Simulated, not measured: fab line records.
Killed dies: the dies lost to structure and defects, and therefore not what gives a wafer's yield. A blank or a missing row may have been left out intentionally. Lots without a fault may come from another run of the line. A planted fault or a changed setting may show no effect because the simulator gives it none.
fab line records	flow gf180mcu
[record] lots = 13	wafers = 39	last_day = 34
route steps=602 shown LVPWELL@58 NSD@247 V4@494 TOP_METAL@583
lots with no fault: from the same line, run without faults
start_h: hours from the record's opening day to when the first of the lot's shown wafers began	wait_h: hours elapsed since this lot's preceding step	" as in the row above	L1.1+2: one row covering several wafers at once	- no value, or no start was given	* or withheld: withheld	< > ~ a bound
route shown NAME@n: NAME is a module with steps in the file, n the number in the route of the first one	usual: the fault-free wafers' mean and standard deviation	same: alike in all rows	chamber/n: place in a boat	sites: per-site readings	_std_site: the values' standard deviation	_edge_site: inner sites' mean taken away from outer sites' mean	radius_mm: how far each site lies from the wafer's centre	mask NAME#n: copy n	behind: the tool/chamber that last shaped the wafer	hold: why the lot was held/for how many hours/how that ended	device: which transistor (n, p or np) failed to switch	end of line: tests run on the same wafers once the route is complete	step lacking rows: just its recipe	killed: the dies lost at the first sort to structure and to defects; this is not the yield of the wafer	map: per-die view of a wafer (x killed, . not killed, _ where there is no die)
set.NAME: the setting the step ran with; set.NAME@STEP: the setting that earlier step ran with	model.NAME: the simulator's own value behind a step, which no gauge read
a sample of lots followed through the steps of the route, with each step as a table and each wafer as a row
services: when a tool's chamber went out of use (start_h, in hours from the record's first day, below 0 if earlier), for how many hours, and the reason
[[steps]]
[step GF_LVPWELL_EXPOSE_04]
[recipe] mask_id = LVPWELL	target_cd_nm = 600	na = 0.6	source_shape = conventional	sigma_outer = 0.6	dose_mj = 260
lot.wafer	tool	chamber	start_h	wait_h	mask
L891.1+3+6	iline_stepper-02	0	62.18	-	LVPWELL#0
L893.1+3+5	iline_stepper-02	0	72.58	-	LVPWELL#0
L894.2+4+5	iline_stepper-01	0	78.16	-	LVPWELL#0
L895.1+3+5	iline_stepper-01	0	84.59	-	LVPWELL#0
L896.3+5+6	iline_stepper-02	0	90.95	-	LVPWELL#0
L897.2+3+6	iline_stepper-01	0	96.36	-	LVPWELL#0
L903.1+5+6	iline_stepper-01	0	128.89	-	LVPWELL#0
L905.1+4+6	iline_stepper-02	0	139.65	-	LVPWELL#0
L906.2+3+6	iline_stepper-02	0	145.94	-	LVPWELL#0
L909.3+5+6	iline_stepper-01	0	161.10	-	LVPWELL#0
L911.1+5+6	iline_stepper-01	0	171.65	-	LVPWELL#0
L913.3+4+6	iline_stepper-01	0	182.14	-	LVPWELL#0
L914.1+2+6	iline_stepper-01	0	191.79	-	LVPWELL#0
[step GF_LVPWELL_OVL_MEAS_07]
[usual] LVPWELL_OVL = -0.5/1.3
lot.wafer	tool	chamber	start_h	wait_h	LVPWELL_OVL[nm]
L891.1	overlay-01	-	68.66	-	-3.3
L891.3	"	-	"	"	-2.9
L891.6	"	-	"	"	-2.7
L893.1	overlay-01	-	79.09	-	0.4
L893.3	"	-	"	"	0.4
L893.5	"	-	"	"	0.1
L894.2	overlay-01	-	84.47	-	1.3
L894.4	"	-	"	"	2.2
L894.5	"	-	"	"	0.2
L895.1	overlay-01	-	91.22	-	-0.8
L895.3	"	-	"	"	0.7
L895.5	"	-	"	"	-0.3
L896.3	overlay-02	-	97.95	-	-0.5
L896.5	"	-	"	"	-0.2
L896.6	"	-	"	"	-1.3
L897.2	overlay-02	-	102.88	-	-1.2
L897.3	"	-	"	"	-0.8
L897.6	"	-	"	"	-1.7
L903.1	overlay-01	-	136.69	-	0.9
L903.5	"	-	"	"	3.1
L903.6	"	-	"	"	0.7
L905.1	overlay-02	-	147.62	-	-185.9
L905.4	"	-	"	"	-187.4
L905.6	"	-	"	"	-185.3
L906.2	overlay-01	-	153.77	-	-186.1
L906.3	"	-	"	"	-185.6
L906.6	"	-	"	"	-185.0
L909.3	overlay-02	-	169.02	-	1.0
L909.5	"	-	"	"	1.9
L909.6	"	-	"	"	-0.6
L911.1	overlay-02	-	179.37	-	-1.5
L911.5	"	-	"	"	-1.3
L911.6	"	-	"	"	0.2
L913.3	overlay-02	-	189.97	-	0.9
L913.4	"	-	"	"	1.2
L913.6	"	-	"	"	0.7
L914.1	overlay-01	-	199.97	-	-1.5
L914.2	"	-	"	"	0.4
L914.6	"	-	"	"	-1.7
[step GF_NSD_TW_MEAS_12]
[usual] NSD_TW = 4260/40
lot.wafer	tool	chamber	start_h	wait_h	NSD_TW
L891.1	film_metro-04	-	297.18	0.1	4307
L891.3	"	-	"	"	4279
L891.6	"	-	"	"	4297
L893.1	film_metro-01	-	314.38	0.1	4252
L893.3	"	-	"	"	4244
L893.5	"	-	"	"	4284
L894.2	film_metro-02	-	317.85	0.1	4249
L894.4	"	-	"	"	4244
L894.5	"	-	"	"	4237
L895.1	film_metro-04	-	330.29	0.1	4282
L895.3	"	-	"	"	4240
L895.5	"	-	"	"	4273
L896.3	film_metro-04	-	335.95	0.1	4260
L896.5	"	-	"	"	4264
L896.6	"	-	"	"	4274
L897.2	film_metro-04	-	342.69	0.1	4270
L897.3	"	-	"	"	4258
L897.6	"	-	"	"	4280
L903.1	film_metro-02	-	395.73	0.1	4256
L903.5	"	-	"	"	4265
L903.6	"	-	"	"	4249
L905.1	film_metro-04	-	410.28	0.1	4308
L905.4	"	-	"	"	4316
L905.6	"	-	"	"	4304
L906.2	film_metro-01	-	423.64	0.1	4195
L906.3	"	-	"	"	4199
L906.6	"	-	"	"	4196
L909.3	film_metro-04	-	442.80	0.1	4299
L909.5	"	-	"	"	4305
L909.6	"	-	"	"	4289
L911.1	film_metro-04	-	458.34	0.1	4288
L911.5	"	-	"	"	4316
L911.6	"	-	"	"	4318
L913.3	film_metro-02	-	474.10	0.1	4209
L913.4	"	-	"	"	4211
L913.6	"	-	"	"	4226
L914.1	film_metro-02	-	490.58	0.1	4266
L914.2	"	-	"	"	4262
L914.6	"	-	"	"	4264
[step GF_V4_STRIP_18]
[recipe] chemistry = O2/N2	power_w = 1400	pressure_mtorr = 1500	platen_temp_c = 250	o2_flow_sccm = 3000	n2_flow_sccm = 300	overash_fraction = 0.5
[usual] drypump_motor_current_A = 5.9/0.45	heater_power_w = 369/36	oes_product_au = 0.592/0.0051
lot.wafer	tool	chamber	start_h	wait_h	drypump_motor_current_A	heater_power_w	oes_product_au	rf_hours_counter_h
L891.1	plasma_asher-02	0	568.37	-	6.5	353	0.585	76
L891.3	"	0	"	"	6.5	343	0.587	-
L891.6	"	0	"	"	6.5	347	0.594	-
L893.1	plasma_asher-03	0	589.96	-	5.7	378	0.592	47
L893.3	"	0	"	"	5.7	379	0.593	-
L893.5	"	1	"	"	5.0	431	0.600	-
L894.2	plasma_asher-01	0	590.74	-	6.0	343	0.590	17
L894.4	"	1	"	"	6.2	364	0.600	-
L894.5	"	0	"	"	5.9	343	0.594	-
L895.1	plasma_asher-02	1	594.76	-	6.1	345	0.590	79
L895.3	"	0	"	"	6.5	360	0.602	-
L895.5	"	0	"	"	6.5	348	0.597	-
L896.3	plasma_asher-01	1	602.29	-	6.2	365	0.591	-
L896.5	"	1	"	"	6.2	356	0.595	-
L896.6	"	0	"	"	5.9	347	0.598	-
L897.2	plasma_asher-02	0	614.82	-	6.5	344	0.594	81
L897.3	"	1	"	"	6.1	339	0.597	-
L897.6	"	0	"	"	6.5	354	0.595	-
L903.1	plasma_asher-01	1	659.09	-	6.2	358	0.592	25
L903.5	"	1	"	"	6.2	363	0.593	-
L903.6	"	0	"	"	5.9	348	0.585	-
L905.1	plasma_asher-03	0	665.34	-	5.7	378	0.588	55
L905.4	"	0	"	"	5.7	381	0.589	-
L905.6	"	0	"	"	5.7	386	0.592	-
L906.2	plasma_asher-03	1	681.66	-	5.1	447	0.596	57
L906.3	"	0	"	"	5.7	377	0.591	-
L906.6	"	0	"	"	5.7	381	0.595	-
L909.3	plasma_asher-03	0	700.27	-	5.7	383	0.592	-
L909.5	"	1	"	"	5.1	432	0.599	-
L909.6	"	0	"	"	5.7	376	0.585	-
L911.1	plasma_asher-01	1	706.67	-	6.2	353	0.594	31
L911.5	"	0	"	"	5.9	341	0.587	-
L911.6	"	1	"	"	6.2	361	0.595	-
L913.3	plasma_asher-03	0	721.19	-	5.7	378	0.599	-
L913.4	"	1	"	"	5.0	448	0.588	-
L913.6	"	0	"	"	5.7	382	0.596	-
L914.1	plasma_asher-01	1	739.06	-	6.2	359	0.597	34
L914.2	"	0	"	"	6.0	342	0.598	34
L914.6	"	0	"	"	6.0	343	0.597	-
[step GF_TOP_METAL_METAL_ETCH_16]
[recipe] chemistry = Cl2/BCl3	mask_material = NOVOLAK	target_depth_nm = 1197	stop_on = SiO2	pressure_mtorr = 8	icp_w = 800	bias_w = 140	Cl2_flow_sccm = 80	bcl3_flow_sccm = 40	time_s = 199.5
[usual] drypump_motor_current_A = 5.8/0.3	mfc_cl2_sccm = 79.99/0.24	oes_product_au = 0.990/0.0063	throttle_valve_pct = 28.230/0.011
lot.wafer	tool	chamber	start_h	wait_h	drypump_motor_current_A	mfc_cl2_sccm	oes_product_au	rf_hours_counter_h	throttle_valve_pct
L891.1	rie_metal-01	0	657.03	0.0	5.3	79.76	0.979	5	28.235
L891.3	"	1	"	"	6.1	80.26	0.983	-	28.234
L891.6	"	0	"	"	5.3	79.74	0.985	-	28.227
L893.1	rie_metal-01	1	675.03	0.0	6.1	80.14	0.991	15	28.222
L893.3	"	1	"	"	6.1	79.46	0.992	-	28.235
L893.5	"	1	"	"	6.1	79.35	0.995	-	28.238
L894.2	rie_metal-04	1	675.93	0.0	5.5	80.19	0.986	6	28.220
L894.4	"	0	"	"	5.9	80.22	0.988	-	28.234
L894.5	"	0	"	"	5.8	79.71	0.993	-	28.219
L895.1	rie_metal-01	0	680.64	0.0	5.3	80.14	0.990	6	28.243
L895.3	"	0	"	"	5.3	79.71	0.983	-	28.233
L895.5	"	0	"	"	5.3	80.02	0.988	-	28.246
L896.3	rie_metal-04	0	687.49	0.1	5.8	80.33	0.987	-	28.217
L896.5	"	0	"	"	5.8	80.20	0.997	-	28.228
L896.6	"	1	"	"	5.6	79.99	0.991	-	28.226
L897.2	rie_metal-03	0	699.03	0.0	5.9	79.89	0.990	9	28.229
L897.3	"	0	"	"	5.9	79.84	1.002	-	28.212
L897.6	"	0	"	"	5.9	79.63	0.991	-	28.244
L903.1	rie_metal-03	0	736.98	0.0	5.9	80.24	0.989	11	28.232
L903.5	"	0	"	"	5.9	80.02	0.990	-	28.216
L903.6	"	0	"	"	5.9	80.04	0.991	-	28.236
L905.1	rie_metal-01	1	744.63	0.0	6.1	79.68	0.991	3	28.230
L905.4	"	1	"	"	6.1	80.17	0.994	-	28.220
L905.6	"	1	"	"	6.1	80.32	0.990	-	28.219
L906.2	rie_metal-03	0	758.84	0.0	5.9	80.38	0.997	14	28.244
L906.3	"	1	"	"	6.1	80.16	0.976	-	28.222
L906.6	"	1	"	"	6.1	80.03	0.992	-	28.226
L909.3	rie_metal-03	1	773.64	0.1	6.2	79.70	0.985	-	28.257
L909.5	"	0	"	"	5.9	79.90	0.988	-	28.227
L909.6	"	1	"	"	6.2	80.31	0.983	-	28.246
L911.1	rie_metal-03	1	780.39	0.0	6.1	79.94	0.976	2	28.241
L911.5	"	0	"	"	5.9	79.62	0.997	-	28.211
L911.6	"	1	"	"	6.1	80.04	0.981	-	28.246
L913.3	rie_metal-01	1	790.59	0.1	6.0	80.51	0.997	-	28.224
L913.4	"	0	"	"	5.3	79.50	0.985	-	28.226
L913.6	"	1	"	"	6.0	80.25	0.994	-	28.243
L914.1	rie_metal-04	0	807.84	0.0	5.8	80.03	0.990	8	28.229
L914.2	"	1	"	"	5.5	80.07	0.995	11	28.228
L914.6	"	0	"	"	5.8	80.06	0.986	-	28.244
[[services]]
tool	chamber	start_h	hours	kind
iline_stepper-01	-	43.84	28.9	pm
iline_stepper-02	-	80.92	4.4	pm
iline_stepper-01	-	100.85	4.4	pm
plasma_asher-03	-	108.75	9.0	pm
iline_stepper-02	-	146.04	1.7	pm
iline_stepper-02	-	155.70	5.9	repair
iline_stepper-01	-	174.53	1.7	pm
iline_stepper-02	-	189.97	4.2	repair
plasma_asher-01	-	192.20	2.6	repair
iline_stepper-01	-	196.93	1.6	repair
plasma_asher-01	-	211.59	3.9	repair
plasma_asher-01	-	215.85	3.8	repair
rie_metal-03	-	228.78	14.6	pm
iline_stepper-02	-	234.93	5.7	repair
rie_metal-03	-	251.88	2.8	pm
plasma_asher-01	-	262.77	2.8	pm
rie_metal-03	0	270.88	8.2	repair
rie_metal-01	-	286.81	2.8	pm
plasma_asher-03	-	304.67	14.6	pm
iline_stepper-01	-	389.16	8.3	repair
iline_stepper-01	-	397.46	1.7	pm
iline_stepper-01	-	403.65	4.3	pm
iline_stepper-01	-	610.89	1.7	pm
iline_stepper-01	-	645.49	2.1	pm
[[key]]
[first_sign] step = GF_LVPWELL_OVL_MEAS_07	reading = LVPWELL_OVL	direction = down	sigmas = 99+	usual = -0.5	struck = -185.9
effect none on later readings
met_at GF_LVPWELL_EXPOSE_04
struck_lots L905,L906
tester_left_out L905,L906
not_acting_at GF_NSD_TW_MEAS_12,GF_V4_STRIP_18,GF_TOP_METAL_METAL_ETCH_16
onset_between 90.95 139.65
[fault] kind = scanner_matching_overlay	tool = iline_stepper-02	chamber = -	onset_h = 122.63	steps = GF_LVPWELL_EXPOSE_04	offset = -185.78
// tester_left_out: of these lots the tester's yield and bins aren't shown, on N5 and GAA mostly nor the transistor test; their killed dies are dies lost to structure and defects alone, not to doping, threshold or leakage, so they don't give the yield
